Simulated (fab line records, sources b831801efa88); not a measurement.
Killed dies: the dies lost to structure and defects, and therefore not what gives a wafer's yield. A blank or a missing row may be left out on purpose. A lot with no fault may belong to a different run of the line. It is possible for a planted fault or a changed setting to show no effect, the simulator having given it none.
Lot-split experiment -- flow sky130 -- 5 lots, 23 wafers read, on a route of 708 steps

## ON THE SPLIT
At SKY_CAPM_SPUTTER_02 (material TiN, target thk 200 nm, time 166.7 s), the setting time-s was moved away from the recipe's 166.7 s on 4 of the 23 wafers read, by -14.0% to +13.6%. The other wafers ran this setting at the recipe's value.

## FROM THE SPLIT TO THE READING: what the file shows between them, 5 steps
- SKY_CAPM_RS_MEAS_03: measures by four-point-probe
- SKY_CAPM_THK_MEAS_04: measures by xrf
- SKY_CAPM_DEHYDRATE_05: time 60 s
- SKY_CAPM_HMDS_06: prime time 60 s
- SKY_CAPM_DEVELOP_11: develop time 60 s

## THE READING
oes-product-au, in a.u., at SKY_CAPM_METAL_ETCH_13 (etches TiN in Cl2/BCl3, stops on SiO2, target depth 220 nm, time 62.9 s). A value of 0.942 a.u. with a standard deviation of 0.008 a.u. is what fault-free wafers of this fab line usually give.

wafer,"tool, chamber at the split","time-s as run, s",against the recipe,"oes-product-au, a.u.",against lot-mates on the recipe
L077.1,"pvd-sputter-04, -",166.7,recipe,0.942,-
L077.4,"pvd-sputter-04, -",166.7,recipe,0.950,-
L077.5,"pvd-sputter-04, -",166.7,recipe,0.939,-
L079.1,"pvd-sputter-04, -",166.7,recipe,0.949,-
L079.2,"pvd-sputter-04, -",166.7,recipe,0.948,-
L079.4,"pvd-sputter-04, -",166.7,recipe,0.950,-
L079.5,"pvd-sputter-04, -",166.7,recipe,0.949,-
L079.6,"pvd-sputter-04, -",166.7,recipe,0.951,-
L082.1,"pvd-sputter-02, -",166.7,recipe,0.933,-
L082.2,"pvd-sputter-02, -",166.7,recipe,0.928,-
L082.4,"pvd-sputter-02, -",189.4,+13.6%,1.009,+0.075
L082.5,"pvd-sputter-02, -",166.7,recipe,0.942,-
L082.6,"pvd-sputter-02, -",189.4,+13.6%,1.005,+0.071
L083.1,"pvd-sputter-04, -",166.7,recipe,0.939,-
L083.2,"pvd-sputter-04, -",166.7,recipe,0.943,-
L083.3,"pvd-sputter-04, -",166.7,recipe,0.949,-
L083.4,"pvd-sputter-04, -",166.7,recipe,0.941,-
L083.6,"pvd-sputter-04, -",166.7,recipe,0.940,-
L085.1,"pvd-sputter-04, -",166.7,recipe,0.953,-
L085.2,"pvd-sputter-04, -",166.7,recipe,0.951,-
L085.4,"pvd-sputter-04, -",143.4,-14.0%,0.875,-0.074
L085.5,"pvd-sputter-04, -",143.4,-14.0%,0.874,-0.075
L085.6,"pvd-sputter-04, -",166.7,recipe,0.942,-

FIT RESULTS
A straight line over all 23 wafers: oes-product-au changes by +0.0048 a.u. for each +1% of time-s; r = +0.98; the points scatter about the line by 0.0063 a.u.
The same after taking each lot's own level away (the mean of its wafers on the recipe; 23 wafers): +0.00532 a.u. for each +1%; r = +0.99; scatter 0.0038 a.u.
Per that fit: largest time-s move, reading shift of 0.074 a.u.
The span of the lots' own levels, 0.9343 to 0.9494 a.u., comes to 1.9 times the standard deviation stated above.
Hence the lot-to-lot level has little effect on the slope; both slopes agree.
Check: -0.0746 a.u. against its lot-mates is what the line predicts for one of the wafers moved furthest among these (-14.0%) when that wafer is left out of the fit. Against them it came out at -0.0737 a.u.

## THESE WAFERS: OTHER SPLITS
Note: prior to the reading, these wafers also went through further splits. Each is held against what the fit with the lots' levels taken away leaves over:
other split on the same wafers,wafers away from the commonest value,r with oes-product-au (lot level and that fit taken away)
SKY_VIA2_ETCH_14 bias-w,8,+0.15

## THE WHOLE CHAIN: every reading that the file lists as answering this split, in the file's order
step,what it does,reading,change (the file's fit),r (the file's)
SKY_CAPM_SPUTTER_02,"material TiN, target thk 200 nm, time 166.7 s","TiN_of_CAPM_SPUTTER_02.thk-nm (the simulator's own value, which no gauge read)",+1.94 nm for each +1% of the setting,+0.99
SKY_CAPM_RS_MEAS_03,measures by four-point-probe,CAPM_TIN_RS,-0.07 for each +1% of the setting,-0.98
SKY_CAPM_THK_MEAS_04,measures by xrf,CAPM_TIN_THK,+1.92 for each +1% of the setting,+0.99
SKY_CAPM_METAL_ETCH_13,"etches TiN in Cl2/BCl3, stops on SiO2, target depth 220 nm, time 62.9 s",oes-product-au,+0.00533 a.u. for each +1% of the setting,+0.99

## FILE'S OWN FIT
oes-product-au changes by +0.00533 a.u. for each +1% of time-s, r = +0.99.
